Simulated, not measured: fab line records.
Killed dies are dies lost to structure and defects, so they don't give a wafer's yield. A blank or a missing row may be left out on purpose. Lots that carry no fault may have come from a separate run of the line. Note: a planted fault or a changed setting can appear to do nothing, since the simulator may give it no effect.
fab line records	flow sky130
record: lots: 12	wafers: 36	last_day: 51
route steps=708 shown METAL4@601 METAL5@675 PAD_OPEN@708
lots untouched by any fault: they come from a run of this same line in which no faults occurred
start_h: hours from the record's first day to the start of the lot's first wafer shown	wait_h: hours since the lot's step before	" identical to the entry in the row above	L1.1+2: a single row standing in for several wafers	- no value present, or no start provided	* or withheld: withheld	< > ~ a bound
route shown NAME@n: NAME is a module with steps in the file, n the number in the route of the first one	usual: the fault-free wafers' mean and standard deviation	same: alike in all rows	chamber/n: place in a boat	sites: per-site readings	_std_site: the standard deviation of these	_edge_site: mean of outer sites minus mean of inner sites	radius_mm: for every site, how far away it sits from the centre of the wafer	mask NAME#n: copy n	behind: the most recent tool/chamber to have shaped the wafer	hold: what put the lot on hold/how long, in hours/how the hold closed	device: names the non-switching transistor (n, p or np)	end of line: at the end of the route, the tests of the same wafers	a step given without rows: its recipe and nothing more	killed: dies that structure and defects cost at the first sort, which is not the same as the wafer's yield	map: per-die view of a wafer (x killed, . not killed, _ where there is no die)
set.NAME: the setting the step ran with; set.NAME@STEP: the setting that earlier step ran with	model.NAME: the simulator's own value behind a step, which no gauge read
a sample of lots followed through the steps of the route, with each step as a table and each wafer as a row
services: the hour from which a tool's chamber was out of use, counted from the record's first day as start_h (under 0 if before that day), plus the number of hours and why
== steps ==
step: SKY_METAL4_SPUTTER_03
recipe: material: Ti	target_thk_nm: 5	power_w: 3000	time_s: 3.3	chamber_pressure_pa: 0.4
usual: throttle_valve_pct: 30.1/0.95
same: time_s: 3.3
lot.wafer	tool	chamber	start_h	wait_h	throttle_valve_pct
L439.2	pvd_sputter-02	-	921.63	0.0	27.9
L439.3	"	-	"	"	29.9
L439.6	"	-	"	"	30.1
L441.1	pvd_sputter-04	-	940.93	0.0	29.7
L441.2	"	-	"	"	30.8
L441.5	"	-	"	"	31.2
L442.4	pvd_sputter-02	-	955.04	0.0	31.5
L442.5	"	-	"	"	31.6
L442.6	"	-	"	"	28.2
L443.3	pvd_sputter-02	-	979.76	0.0	30.1
L443.4	"	-	"	"	28.2
L443.6	"	-	"	"	31.2
L448.1	pvd_sputter-01	-	995.62	0.0	30.2
L448.3	"	-	"	"	29.9
L448.5	"	-	"	"	30.0
L449.1	pvd_sputter-01	-	1009.02	0.0	30.3
L449.3	"	-	"	"	30.5
L449.5	"	-	"	"	30.2
L450.1	pvd_sputter-02	-	1016.42	0.0	31.2
L450.2	"	-	"	"	30.2
L450.4	"	-	"	"	32.0
L458.2	pvd_sputter-04	-	1060.13	0.0	30.4
L458.3	"	-	"	"	29.6
L458.6	"	-	"	"	29.3
L459.1	pvd_sputter-02	-	1065.76	0.0	30.9
L459.2	"	-	"	"	28.2
L459.3	"	-	"	"	31.9
L460.1	pvd_sputter-01	-	1072.73	0.0	30.2
L460.5	"	-	"	"	29.7
L460.6	"	-	"	"	30.5
L462.1	pvd_sputter-02	-	1096.78	0.0	30.2
L462.4	"	-	"	"	31.4
L462.5	"	-	"	"	28.3
L461.1	pvd_sputter-01	-	1118.23	0.0	30.4
L461.2	"	-	"	"	29.2
L461.6	"	-	"	"	29.9
step: SKY_METAL4_SPUTTER_04
recipe: material: TiN	target_thk_nm: 70	power_w: 6500	time_s: 58.3	chamber_pressure_pa: 0.4
usual: throttle_valve_pct: 30.1/0.95
same: time_s: 58.3
lot.wafer	tool	chamber	start_h	wait_h	throttle_valve_pct
L439.2	pvd_sputter-02	-	921.65	0.0	27.9
L439.3	"	-	"	"	30.8
L439.6	"	-	"	"	29.9
L441.1	pvd_sputter-04	-	940.95	0.0	29.5
L441.2	"	-	"	"	31.2
L441.5	"	-	"	"	30.8
L442.4	pvd_sputter-02	-	955.06	0.0	31.2
L442.5	"	-	"	"	31.7
L442.6	"	-	"	"	28.1
L443.3	pvd_sputter-02	-	979.78	0.0	30.0
L443.4	"	-	"	"	27.9
L443.6	"	-	"	"	31.1
L448.1	pvd_sputter-01	-	995.64	0.0	30.4
L448.3	"	-	"	"	30.4
L448.5	"	-	"	"	30.3
L449.1	pvd_sputter-01	-	1009.04	0.0	30.5
L449.3	"	-	"	"	30.5
L449.5	"	-	"	"	30.1
L450.1	pvd_sputter-02	-	1016.44	0.0	31.3
L450.2	"	-	"	"	30.1
L450.4	"	-	"	"	31.9
L458.2	pvd_sputter-04	-	1060.15	0.0	30.5
L458.3	"	-	"	"	29.6
L458.6	"	-	"	"	29.1
L459.1	pvd_sputter-02	-	1065.78	0.0	31.3
L459.2	"	-	"	"	27.8
L459.3	"	-	"	"	31.5
L460.1	pvd_sputter-01	-	1072.75	0.0	30.1
L460.5	"	-	"	"	29.6
L460.6	"	-	"	"	30.3
L462.1	pvd_sputter-02	-	1096.80	0.0	30.2
L462.4	"	-	"	"	31.0
L462.5	"	-	"	"	28.1
L461.1	pvd_sputter-01	-	1118.25	0.0	30.5
L461.2	"	-	"	"	29.5
L461.6	"	-	"	"	30.1
step: SKY_METAL4_ETCH_17
recipe: target: SiO2	stop_on: TiN	chemistry: C4F8/O2/Ar	source_w: 1500	bias_w: 1200	pressure_mtorr: 40	c4f8_flow_sccm: withheld	O2_flow_sccm: 6	Ar_flow_sccm: 300	time_s: 3.78	target_depth_a: 150
usual: oes_product_au: 0.769/0.0072
same: time_s: 3.78
lot.wafer	tool	chamber	start_h	wait_h	oes_product_au	rf_hours_counter_h
L439.2	rie_diel-04	3	971.72	0.1	0.759	3
L439.3	"	1	"	"	0.755	14
L439.6	"	1	"	"	0.773	-
L441.1	rie_diel-01	1	989.85	0.1	0.753	13
L441.2	"	3	"	"	0.764	19
L441.5	"	3	"	"	0.773	-
L442.4	rie_diel-04	2	1003.05	0.0	0.759	18
L442.5	"	3	"	"	0.771	-
L442.6	"	2	"	"	0.760	-
L443.3	rie_diel-04	0	1026.52	0.0	0.768	13
L443.4	"	3	"	"	0.773	5
L443.6	"	1	"	"	0.766	-
L448.1	rie_diel-04	1	1042.05	0.1	0.770	16
L448.3	"	2	"	"	0.761	19
L448.5	"	0	"	"	0.780	-
L449.1	rie_diel-04	2	1055.50	0.1	0.767	20
L449.3	"	1	"	"	0.757	17
L449.5	"	3	"	"	0.769	-
L450.1	rie_diel-04	2	1062.85	0.1	0.766	20
L450.2	"	1	"	"	0.771	17
L450.4	"	0	"	"	0.769	15
L458.2	rie_diel-01	2	1097.99	0.1	0.761	4
L458.3	"	0	"	"	0.752	13
L458.6	"	0	"	"	0.774	-
L459.1	rie_diel-01	1	1102.85	0.1	0.767	16
L459.2	"	3	"	"	0.765	22
L459.3	"	2	"	"	0.764	4
L460.1	rie_diel-01	0	1107.20	0.1	0.778	13
L460.5	"	2	"	"	0.779	-
L460.6	"	3	"	"	0.786	-
L462.1	rie_diel-04	2	1135.81	0.1	0.770	24
L462.4	"	0	"	"	0.779	18
L462.5	"	3	"	"	0.778	-
L461.1	rie_diel-02	2	1156.72	0.1	0.769	20
L461.2	"	0	"	"	0.768	20
L461.6	"	0	"	"	0.772	-
step: SKY_METAL5_DESCUM_14
recipe: chemistry: O2	source_power_w: 150	bias_power_w: 0	pressure_mtorr: 10	temp_c: 40	time_s: 11
usual: drypump_motor_current_A: 5.7/0.35	oes_product_au: 1.005/0.0059
same: bias_power_w: 0	time_s: 11
lot.wafer	tool	chamber	start_h	wait_h	drypump_motor_current_A	oes_product_au	rf_hours_counter_h
L439.2	rie_metal-02	1	1020.63	0.1	5.7	1.009	15
L439.3	"	1	"	"	5.7	1.010	-
L439.6	"	1	"	"	5.7	1.009	-
L441.1	rie_metal-01	1	1037.92	0.1	5.5	1.010	14
L441.2	"	1	"	"	5.4	1.004	-
L441.5	"	1	"	"	5.5	1.005	-
L442.4	rie_metal-02	0	1050.85	0.1	6.3	0.998	-
L442.5	"	1	"	"	5.7	1.006	-
L442.6	"	0	"	"	6.4	1.010	-
L443.3	rie_metal-02	1	1074.13	0.1	5.7	1.006	-
L443.4	"	0	"	"	6.3	1.005	-
L443.6	"	1	"	"	5.7	1.010	-
L448.1	rie_metal-04	0	1087.63	0.1	5.4	0.996	7
L448.3	"	0	"	"	5.4	0.999	-
L448.5	"	0	"	"	5.4	0.998	-
L449.1	rie_metal-04	1	1096.32	0.1	5.4	1.015	19
L449.3	"	1	"	"	5.4	1.012	-
L449.5	"	1	"	"	5.4	1.011	-
L450.1	rie_metal-04	0	1109.72	0.1	5.4	1.001	10
L450.2	"	1	"	"	5.4	1.013	20
L450.4	"	1	"	"	5.4	1.007	-
L458.2	rie_metal-02	1	1142.74	0.1	5.7	1.007	23
L458.3	"	0	"	"	6.3	1.010	-
L458.6	"	0	"	"	6.3	1.012	-
L459.1	rie_metal-01	0	1144.67	0.1	6.0	1.007	6
L459.2	"	1	"	"	5.5	1.003	23
L459.3	"	1	"	"	5.5	1.014	-
L460.1	rie_metal-04	0	1147.44	0.1	5.4	0.995	13
L460.5	"	1	"	"	5.4	1.000	-
L460.6	"	0	"	"	5.4	0.995	-
L462.1	rie_metal-04	1	1174.42	0.1	5.4	1.004	25
L462.4	"	0	"	"	5.4	0.997	-
L462.5	"	1	"	"	5.4	1.013	-
L461.1	rie_metal-01	1	1192.52	0.1	5.5	1.014	28
L461.2	"	0	"	"	5.9	1.009	11
L461.6	"	1	"	"	5.5	1.010	-
step: SKY_PAD_OPEN_PROBE_99
usual: defect_limited_yield: 82.1/1.8	killed_at_M0_to_M3: 45/6.9	killed_at_M4_up: 3.2/1.8	killed_at_contacts: 25/5.3	killed_at_front_end: 16/4.3	killed_at_other: 0.2/0.52	killed_dies: 88/8.7	killed_open: 48/6.5	killed_short: 40/6	sort_bin_3_pad_short: 0.9/0.4	sort_bin_5_function: 10.8/1.5	sort_bin_6_memory: 6.3/1	sort_n_pass: 404/8.7	sort_yield_pct: 82.1/1.8
same: gross_dies: 492	killed_at_back_side: 0	sort_bin_4_leakage[%]: 0	sort_bin_8_speed[%]: 0
lot.wafer	tool	chamber	start_h	wait_h	defect_limited_yield[%]	killed_at_M0_to_M3	killed_at_M4_up	killed_at_contacts	killed_at_front_end	killed_at_other	killed_dies	killed_open	killed_short	sort_bin_3_pad_short[%]	sort_bin_5_function[%]	sort_bin_6_memory[%]	sort_n_pass	sort_yield_pct[%]
L448.1	prober-02	-	1126.96	0.1	73.6	29	50	34	17	0	130	47	38	3.7	15.9	6.9	362	73.6
L448.3	prober-02	-	1127.06	0.2	69.3	44	60	33	14	0	151	51	44	3.5	20.7	6.5	341	69.3
L448.5	prober-02	-	1127.16	0.2	69.9	40	73	22	13	0	148	47	34	4.3	18.1	7.7	344	69.9
L449.1	prober-01	-	1136.63	0.1	71.3	46	64	23	8	0	141	41	38	4.9	16.9	6.9	351	71.3
L449.3	prober-01	-	1136.73	0.2	74.4	39	47	28	12	0	126	48	33	4.9	14.4	6.3	366	74.4
L449.5	prober-01	-	1136.83	0.2	71.7	46	62	24	7	0	139	45	38	3.5	16.9	7.9	353	71.7
L450.1	prober-01	-	1151.74	0.1	74.4	36	61	10	19	0	126	30	34	4.5	15.9	5.3	366	74.4
L450.2	prober-01	-	1151.79	0.1	73.8	40	51	19	19	0	129	50	28	3.7	17.3	5.3	363	73.8
L450.4	prober-01	-	1151.89	0.2	73.4	31	64	18	17	1	131	35	32	4.5	15.9	6.3	361	73.4
L458.2	prober-02	-	1183.10	0.1	82.1	46	5	27	10	0	88	50	38	0.6	12.0	5.3	404	82.1
L458.3	prober-02	-	1183.15	0.2	80.7	39	5	30	18	3	95	52	40	1.2	11.6	6.5	397	80.7
L458.6	prober-02	-	1183.30	0.2	81.1	44	3	33	12	1	93	56	37	0.2	11.8	6.9	399	81.1
killed by level:class
L448.1 METAL4:unspecified=45 LI_CONTACT:geometric_particle:open=11 VIA1:geometric_particle:open=10 CONTACT:geometric_particle:open=9 FIELD_ISO:geometric_particle:short=6 LOCAL_INTERCONNECT:geometric_particle:short=6 METAL4:geometric_particle:short=4 METAL1:geometric_particle:short=4
L448.3 METAL4:unspecified=56 VIA1:geometric_particle:open=13 CONTACT:geometric_particle:open=11 LI_CONTACT:geometric_particle:open=8 CONTACT:geometric_particle:short=6 METAL1:geometric_particle:short=5 METAL2:geometric_particle:short=5 VIA2:geometric_particle:open=5
L448.5 METAL4:unspecified=67 VIA1:geometric_particle:open=12 VIA3:geometric_particle:open=7 CONTACT:geometric_particle:open=6 CONTACT:geometric_particle:short=5 METAL4:geometric_particle:short=5 METAL2:geometric_particle:short=5 VIA2:geometric_particle:open=5
L449.1 METAL4:unspecified=62 VIA1:geometric_particle:open=14 CONTACT:geometric_particle:open=7 LI_CONTACT:geometric_particle:open=6 VIA2:geometric_particle:open=6 METAL2:geometric_particle:short=6 VIA1:geometric_particle:short=5 LOCAL_INTERCONNECT:geometric_particle:short=4
L449.3 METAL4:unspecified=45 METAL2:geometric_particle:short=11 LI_CONTACT:geometric_particle:open=10 CONTACT:geometric_particle:open=7 VIA2:geometric_particle:open=7 LOCAL_INTERCONNECT:geometric_particle:short=5 METAL1:geometric_particle:open=5 VIA1:geometric_particle:open=5
L449.5 METAL4:unspecified=56 VIA1:geometric_particle:open=12 LI_CONTACT:geometric_particle:open=8 METAL1:geometric_particle:short=7 VIA2:geometric_particle:open=6 VIA1:geometric_particle:short=6 CONTACT:geometric_particle:open=5 METAL4:geometric_particle:short=4
L450.1 METAL4:unspecified=61 METAL2:geometric_particle:short=8 VIA3:geometric_particle:open=7 POLY_GATE:geometric_particle:short=6 POLY_GATE:geometric_particle:open=4 LI_CONTACT:geometric_particle:open=4 METAL1:geometric_particle:short=4 VIA1:geometric_particle:open=4
L450.2 METAL4:unspecified=50 VIA1:geometric_particle:open=11 VIA3:geometric_particle:open=8 LI_CONTACT:geometric_particle:open=6 CONTACT:geometric_particle:open=6 VIA2:geometric_particle:open=6 FIELD_ISO:geometric_particle:open=4 SPACER:geometric_particle:short=4
L450.4 METAL4:unspecified=63 LI_CONTACT:geometric_particle:open=9 METAL1:geometric_particle:short=8 VIA1:geometric_particle:open=5 FIELD_ISO:geometric_particle:open=4 POLY_GATE:geometric_particle:short=4 CONTACT:geometric_particle:open=4 VIA1:geometric_particle:short=4
L458.2 CONTACT:geometric_particle:open=10 VIA2:geometric_particle:open=9 VIA1:geometric_particle:open=8 VIA3:geometric_particle:open=7 LI_CONTACT:geometric_particle:open=6 METAL1:geometric_particle:short=6 CONTACT:geometric_particle:short=5 METAL2:geometric_particle:short=5
L458.3 CONTACT:geometric_particle:open=12 VIA2:geometric_particle:open=8 LI_CONTACT:geometric_particle:open=7 LOCAL_INTERCONNECT:geometric_particle:short=7 VIA3:geometric_particle:open=6 FIELD_ISO:geometric_particle:short=5 VIA2:geometric_particle:short=4 POLY_GATE:geometric_particle:short=4
L458.6 CONTACT:geometric_particle:open=15 VIA2:geometric_particle:open=10 LI_CONTACT:geometric_particle:open=7 VIA1:geometric_particle:open=7 FIELD_ISO:geometric_particle:open=5 METAL1:geometric_particle:short=5 CONTACT:geometric_particle:short=5 METAL2:geometric_particle:short=5
== services ==
tool	chamber	start_h	hours	kind
rie_metal-02	-	904.70	0.1	repair
rie_diel-01	2	906.15	7.0	repair
rie_diel-04	0	915.29	6.4	repair
pvd_sputter-04	-	916.67	18.9	repair
pvd_sputter-04	-	977.28	4.2	repair
pvd_sputter-04	-	983.30	3.3	repair
rie_metal-04	-	997.16	0.6	repair
rie_metal-04	-	999.64	3.3	repair
rie_diel-01	3	1012.52	4.3	repair
rie_metal-04	-	1014.81	4.3	pm
rie_diel-01	1	1017.66	4.4	repair
rie_diel-01	2	1032.37	8.8	repair
pvd_sputter-01	-	1037.47	0.7	repair
rie_metal-02	-	1048.91	0.2	repair
rie_diel-01	-	1054.68	15.6	pm
pvd_sputter-02	-	1055.21	8.0	repair
rie_diel-04	0	1075.51	7.5	repair
rie_metal-04	1	1082.95	10.8	repair
pvd_sputter-04	-	1085.88	4.8	repair
rie_diel-04	3	1112.92	9.6	repair
rie_diel-04	3	1124.31	5.6	repair
rie_diel-01	2	1139.96	45.6	repair
pvd_sputter-02	-	1157.80	1.6	repair
rie_metal-04	-	1158.47	4.0	pm
== key ==
first_sign: step: SKY_PAD_OPEN_PROBE_99	reading: killed_at_M4_up	direction: up	sigmas: 31	usual: 3.2	struck: 59.1
effect: step: SKY_PAD_OPEN_PROBE_99	reading: sort_bin_3_pad_short	direction: up	sigmas: 8.1	usual: 0.9	struck: 4.1
met_at SKY_METAL4_ETCH_17
struck_lots L448,L449,L450
not_acting_at SKY_METAL4_SPUTTER_03,SKY_METAL4_SPUTTER_04,SKY_METAL5_DESCUM_14
onset_between 1026.52 1042.05
fault: kind: chamber_particle_source	tool: rie_diel-04	chamber: -	onset_h: 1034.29	steps: SKY_METAL4_ETCH_17	rate_per_visit_cm2: 1.4787	end_h: 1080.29
